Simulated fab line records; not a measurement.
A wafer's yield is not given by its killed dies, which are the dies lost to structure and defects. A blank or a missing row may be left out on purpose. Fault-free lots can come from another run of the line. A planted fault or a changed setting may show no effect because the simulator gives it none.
Shared-tool check / flow sky130 / Lots sampled 11, wafers sampled 33

WHY THIS WAS OPENED
Of 11 lots, 1 have the reading LDD_HVN_TW flagged at SKY_LDD_HVN_TW_MEAS_10. Wafers without a fault read 1437, standard deviation 7.
Rule: a lot is flagged in two cases, either no wafer of it has a number, or all its wafers with numbers fall more than 4 standard deviations from that mean. The other lots count as sound.

lot=L306; measured=day 20 09:38; on=film_metro-04; LDD_HVN_TW, wafer by wafer=1434 1432 1439; flag=
lot=L307; measured=day 21 00:05; on=film_metro-04; LDD_HVN_TW, wafer by wafer=1438 1432 1432; flag=
lot=L313; measured=day 23 09:55; on=film_metro-02; LDD_HVN_TW, wafer by wafer=1438 1424 1418; flag=
lot=L314; measured=day 23 22:58; on=film_metro-04; LDD_HVN_TW, wafer by wafer=1439 1433 1440; flag=
lot=L315; measured=day 23 23:35; on=film_metro-04; LDD_HVN_TW, wafer by wafer=1437 1442 1443; flag=
lot=L317; measured=day 24 18:56; on=film_metro-04; LDD_HVN_TW, wafer by wafer=30 30 31; flag=FLAGGED
lot=L320; measured=day 25 15:34; on=film_metro-04; LDD_HVN_TW, wafer by wafer=1437 1432 1431; flag=
lot=L326; measured=day 27 13:39; on=film_metro-04; LDD_HVN_TW, wafer by wafer=1440 1443 1435; flag=
lot=L327; measured=day 27 21:44; on=film_metro-02; LDD_HVN_TW, wafer by wafer=1431 1445 1443; flag=
lot=L328; measured=day 28 02:25; on=film_metro-02; LDD_HVN_TW, wafer by wafer=1429 1439 1439; flag=
lot=L329; measured=day 28 14:04; on=film_metro-02; LDD_HVN_TW, wafer by wafer=1434 1433 1440; flag=
Flagged lots average 30: -1407 relative to the usual, that is -99 or more standard deviations.

WHICH TOOL RAN EACH LOT
Before the reading, the record contains 3 process steps out of a 708-step route. Cell contents, in order: the tool; ch with the chambers the sampled wafers went through; the start.
lot=L306; flag=; SKY_GATE_OXIDE_STRIP_13=plasma_asher-02 ch 0,1, day 13 21:22; SKY_LDD_HVN_EXPOSE_04=iline_stepper-01 ch 0, day 19 18:04; SKY_LDD_HVN_STRIP_09=plasma_asher-03 ch 0,1, day 20 09:32
lot=L307; flag=; SKY_GATE_OXIDE_STRIP_13=plasma_asher-04 ch 0,1, day 14 09:05; SKY_LDD_HVN_EXPOSE_04=iline_stepper-01 ch 0, day 20 08:52; SKY_LDD_HVN_STRIP_09=plasma_asher-03 ch 0,1, day 20 23:59
lot=L313; flag=; SKY_GATE_OXIDE_STRIP_13=plasma_asher-04 ch 0,1, day 16 16:24; SKY_LDD_HVN_EXPOSE_04=iline_stepper-02 ch 0, day 22 17:39; SKY_LDD_HVN_STRIP_09=plasma_asher-02 ch 0,1, day 23 09:48
lot=L314; flag=; SKY_GATE_OXIDE_STRIP_13=plasma_asher-01 ch 1, day 16 22:42; SKY_LDD_HVN_EXPOSE_04=iline_stepper-01 ch 0, day 23 08:40; SKY_LDD_HVN_STRIP_09=plasma_asher-02 ch 0,1, day 23 22:52
lot=L315; flag=; SKY_GATE_OXIDE_STRIP_13=plasma_asher-04 ch 1, day 17 02:13; SKY_LDD_HVN_EXPOSE_04=iline_stepper-02 ch 0, day 23 09:04; SKY_LDD_HVN_STRIP_09=plasma_asher-02 ch 0,1, day 23 23:29
lot=L317; flag=FLAGGED; SKY_GATE_OXIDE_STRIP_13=plasma_asher-01 ch 0,1, day 17 23:09; SKY_LDD_HVN_EXPOSE_04=iline_stepper-02 ch 0, day 24 03:56; SKY_LDD_HVN_STRIP_09=plasma_asher-03 ch 0,1, day 24 18:50
lot=L320; flag=; SKY_GATE_OXIDE_STRIP_13=plasma_asher-01 ch 0,1, day 18 23:33; SKY_LDD_HVN_EXPOSE_04=iline_stepper-02 ch 0, day 25 01:55; SKY_LDD_HVN_STRIP_09=plasma_asher-02 ch 0,1, day 25 15:28
lot=L326; flag=; SKY_GATE_OXIDE_STRIP_13=plasma_asher-02 ch 0,1, day 21 00:22; SKY_LDD_HVN_EXPOSE_04=iline_stepper-01 ch 0, day 26 21:38; SKY_LDD_HVN_STRIP_09=plasma_asher-03 ch 0,1, day 27 13:33
lot=L327; flag=; SKY_GATE_OXIDE_STRIP_13=plasma_asher-04 ch 0,1, day 21 06:31; SKY_LDD_HVN_EXPOSE_04=iline_stepper-02 ch 0, day 27 06:56; SKY_LDD_HVN_STRIP_09=plasma_asher-02 ch 0,1, day 27 21:38
lot=L328; flag=; SKY_GATE_OXIDE_STRIP_13=plasma_asher-01 ch 0,1, day 21 13:20; SKY_LDD_HVN_EXPOSE_04=iline_stepper-01 ch 0, day 27 12:07; SKY_LDD_HVN_STRIP_09=plasma_asher-01 ch 0,1, day 28 02:20
lot=L329; flag=; SKY_GATE_OXIDE_STRIP_13=plasma_asher-01 ch 0,1, day 22 00:29; SKY_LDD_HVN_EXPOSE_04=iline_stepper-01 ch 0, day 27 23:37; SKY_LDD_HVN_STRIP_09=plasma_asher-02 ch 0,1, day 28 13:59
What these steps do:
- SKY_GATE_OXIDE_STRIP_13: strips in O2/N2.
- SKY_LDD_HVN_EXPOSE_04: exposes mask HVNTM, target cd 700 nm.
- SKY_LDD_HVN_STRIP_09: strips in O2/N2.
- SKY_LDD_HVN_TW_MEAS_10

FLAGGED OVER TOTAL, TOOL BY TOOL (the gauges that took the reading come last)
step=SKY_GATE_OXIDE_STRIP_13; tool=plasma_asher-01; lots run=5; flagged=1; share of the flagged lots=all; sound lots run after its first flagged lot=3 (L320,L328,L329)
step=SKY_GATE_OXIDE_STRIP_13; tool=plasma_asher-02; lots run=2; flagged=0; share of the flagged lots=none; sound lots run after its first flagged lot=-
step=SKY_GATE_OXIDE_STRIP_13; tool=plasma_asher-04; lots run=4; flagged=0; share of the flagged lots=none; sound lots run after its first flagged lot=-
step=SKY_LDD_HVN_EXPOSE_04; tool=iline_stepper-01; lots run=6; flagged=0; share of the flagged lots=none; sound lots run after its first flagged lot=-
step=SKY_LDD_HVN_EXPOSE_04; tool=iline_stepper-02; lots run=5; flagged=1; share of the flagged lots=all; sound lots run after its first flagged lot=2 (L320,L327)
step=SKY_LDD_HVN_STRIP_09; tool=plasma_asher-01; lots run=1; flagged=0; share of the flagged lots=none; sound lots run after its first flagged lot=-
step=SKY_LDD_HVN_STRIP_09; tool=plasma_asher-02; lots run=6; flagged=0; share of the flagged lots=none; sound lots run after its first flagged lot=-
step=SKY_LDD_HVN_STRIP_09; tool=plasma_asher-03; lots run=4; flagged=1; share of the flagged lots=all; sound lots run after its first flagged lot=1 (L326)
step=SKY_LDD_HVN_TW_MEAS_10; tool=film_metro-02; lots run=4; flagged=0; share of the flagged lots=none; sound lots run after its first flagged lot=-
step=SKY_LDD_HVN_TW_MEAS_10; tool=film_metro-04; lots run=7; flagged=1; share of the flagged lots=all; sound lots run after its first flagged lot=2 (L320,L326)

WHAT IS ALLOWED BY THE TABLE
4 rows of the table ran every flagged lot: plasma_asher-01 at SKY_GATE_OXIDE_STRIP_13, iline_stepper-02 at SKY_LDD_HVN_EXPOSE_04, plasma_asher-03 at SKY_LDD_HVN_STRIP_09, film_metro-04 at SKY_LDD_HVN_TW_MEAS_10.
- plasma_asher-01 at SKY_GATE_OXIDE_STRIP_13 ran 5 lots, 1 of them flagged. After the first flagged lot (L320, L328, L329), sound lots still ran on it; a lasting fault on the whole tool would not permit that.
- iline_stepper-02 at SKY_LDD_HVN_EXPOSE_04 ran 5 lots, 1 of them flagged. After the first flagged lot (L320, L327), sound lots still ran on it; a lasting fault on the whole tool would not permit that.
- plasma_asher-03 at SKY_LDD_HVN_STRIP_09 ran 4 lots, 1 of them flagged. After the first flagged lot (L326), sound lots still ran on it; a lasting fault on the whole tool would not permit that.
- film_metro-04 at SKY_LDD_HVN_TW_MEAS_10 ran 7 lots, 1 of them flagged. After the first flagged lot (L320, L326), sound lots still ran on it; a lasting fault on the whole tool would not permit that.
Not one row of the table ran every flagged lot while running no sound lot after the first.

WHAT WAS PUT IN BY THE SIMULATOR
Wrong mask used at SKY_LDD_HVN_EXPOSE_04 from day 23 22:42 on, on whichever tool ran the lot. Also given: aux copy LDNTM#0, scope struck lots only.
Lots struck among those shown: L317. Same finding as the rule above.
